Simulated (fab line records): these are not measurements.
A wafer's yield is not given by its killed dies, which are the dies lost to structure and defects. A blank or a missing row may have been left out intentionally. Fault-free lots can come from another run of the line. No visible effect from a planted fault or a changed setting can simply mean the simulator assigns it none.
A lot that was struck, set against a sound lot    flow sky130    16 steps out of a route of 708
Sound: the wafers L664.3, L664.4, L664.6. Wafers struck: L684.2, L684.3, L684.4. Last of all comes the cause.
Order at every step that has rows: each side's tool, ch and its chambers, its first start. Under that, the readings that differ: sound wafers    struck wafers    difference of the means    sigmas: that difference in standard deviations of wafers without a fault.
alike: readings whose means differ by less than 2 such deviations, and words and numbers that are the same on both sides. not compared: withheld readings, readings that some wafer has no value for, bounds like >300 that may hide the same value, and numbers for which the record gives no deviation and whose values overlap.
A row with sigmas, a row that says differs or no value, or rows on one side alone: a step with any of these is where the two part. Non-overlapping numbers with no deviation appear without sigmas and do not part them. Lack of a reading on every wafer of one side parts them only where that side has two or more wafers.

SKY_GATE_OXIDE_TW_MEAS_14:
  sound on film-metro-01 at day 14 20:46; struck on film-metro-01 at day 22 06:02
  alike: GATE_OXIDE_TW
then, 3 steps without rows for these wafers: SKY_GATE_OXIDE_CLEAN_15 (cleans in SC1/SC2, time 150 s); SKY_GATE_OXIDE_OXIDATION_16 (stabilise 600 s, purge 300 s, target thk 3.57 nm); SKY_POLY_GATE_CVD_00 (deposits poly-Si, target thk 180 nm, time 720 s).
SKY_POLY_GATE_THK_MEAS_01:
  sound on film-metro-01 at day 14 23:44; struck on film-metro-03 at day 22 08:52
  alike: POLY_GATE_CVD_00_THK
then, 7 steps without rows for these wafers: SKY_RES_PROTECT_DEHYDRATE_00 (time 60 s); SKY_RES_PROTECT_HMDS_01 (prime time 60 s); SKY_RES_PROTECT_COAT_02 (resist thk 1140 nm); SKY_RES_PROTECT_SOFTBAKE_03 (time 60 s); SKY_RES_PROTECT_EXPOSE_04 (exposes mask RPM, target cd 1270 nm); SKY_RES_PROTECT_PEB_05; SKY_RES_PROTECT_DEVELOP_06 (develop time 60 s).
SKY_POLY_GATE_IMPLANT_02:
  sound on implanter-04 ch 0, day 16 02:59; struck on implanter-02 ch 0, day 23 15:09
reading                           sound                         struck                         difference  sigmas
beam-on-s (s)                     39.4 38.1 36.5                12.5 12.5 12.6                 -25.5       -26
dose-ions-cm2                     7.716e+15 7.72e+15 7.692e+15  2.705e+15 2.698e+15 2.706e+15  -5.006e+15  -99 or more
end-station-pressure-torr (Torr)  9.9e-06 1.13e-05 9.8e-06      1.42e-05 1.49e-05 1.37e-05     +3.93e-06   +7
SKY_RES_PROTECT_STRIP_07: strips in O2/N2.
  sound on plasma-asher-04 ch 0,1, day 16 03:07; struck on plasma-asher-04 ch 0,1, day 23 15:17
reading                       sound              struck             difference  sigmas
oes-product-au (a.u.)         0.517 0.518 0.517  0.583 0.582 0.584  +0.066      +16
strip-time-to-endpoint-s (s)  23.30 23.28 23.30  19.21 19.27 19.22  -4.06       -99 or more
  alike: drypump-motor-current-A
  not compared: rf-hours-counter-h
SKY_RES_PROTECT_TW_MEAS_08:
  sound on film-metro-02 at day 16 03:13; struck on film-metro-03 at day 23 15:37
reading       sound           struck          difference  sigmas
POLY_GATE_TW  4014 4008 4011  3614 3618 3607  -398        -9
  not compared: hold
-- the record jumps here: 28 days lie between the struck wafers' starts before and after (it left off in module RES_PROTECT and takes up again in module PAD_OPEN, whose first step shown is number 708 of the route) --
SKY_PAD_OPEN_PROBE_99:
  sound on prober-02 at day 46 13:46; struck on prober-02 at day 51 04:05
reading                                    sound              struck             difference  sigmas
model.etest.res-poly.line-ohm-um           482.2 517.7 486.2  1597 1551 1593     +1085       
model.etest.licon-poly.rc-ohm              152.8 156.4 154.3  1143 1093 1083     +952        
model.etest.res-poly.rs-ohm-sq             47.83 48.15 47.23  153.5 149.9 147.9  +102.7      
model.etest.nfet_01v8.r-on-ohm-um          832.7 810.6 851.9  876 874.5 883.9    +46         
model.etest.nfet_01v8_swapped.drive-ua-um  501.3 518.8 492.8  468.4 471.5 456.7  -38.8       
model.etest.nfet_01v8_turned.drive-ua-um   499.8 516.7 496.1  463.3 473.2 453.8  -40.8       
model.etest.nfet_01v8_lvt.drive-ua-um      568 588.3 561.7    533.2 539.7 523.2  -40.6       
model.etest.nfet_01v8.drive-ua-um          500.9 513.2 493.4  464.6 470.6 454.2  -39.4       
  alike: killed_at_M0_to_M3, killed_at_M4_up, killed-at-contacts, killed-at-front-end, killed-at-other, killed-dies, killed-on-rim, killed-open, killed-short

== WHERE THEY PART ==
At SKY_POLY_GATE_IMPLANT_02 first; at SKY_RES_PROTECT_TW_MEAS_08 last (within this record only). Later steps at which nothing parts them and some readings are alike: SKY_PAD_OPEN_PROBE_99.

WHY: whatever the simulator had introduced
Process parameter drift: implanter-02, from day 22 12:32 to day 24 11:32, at SKY_POLY_GATE_IMPLANT_02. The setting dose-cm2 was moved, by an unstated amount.
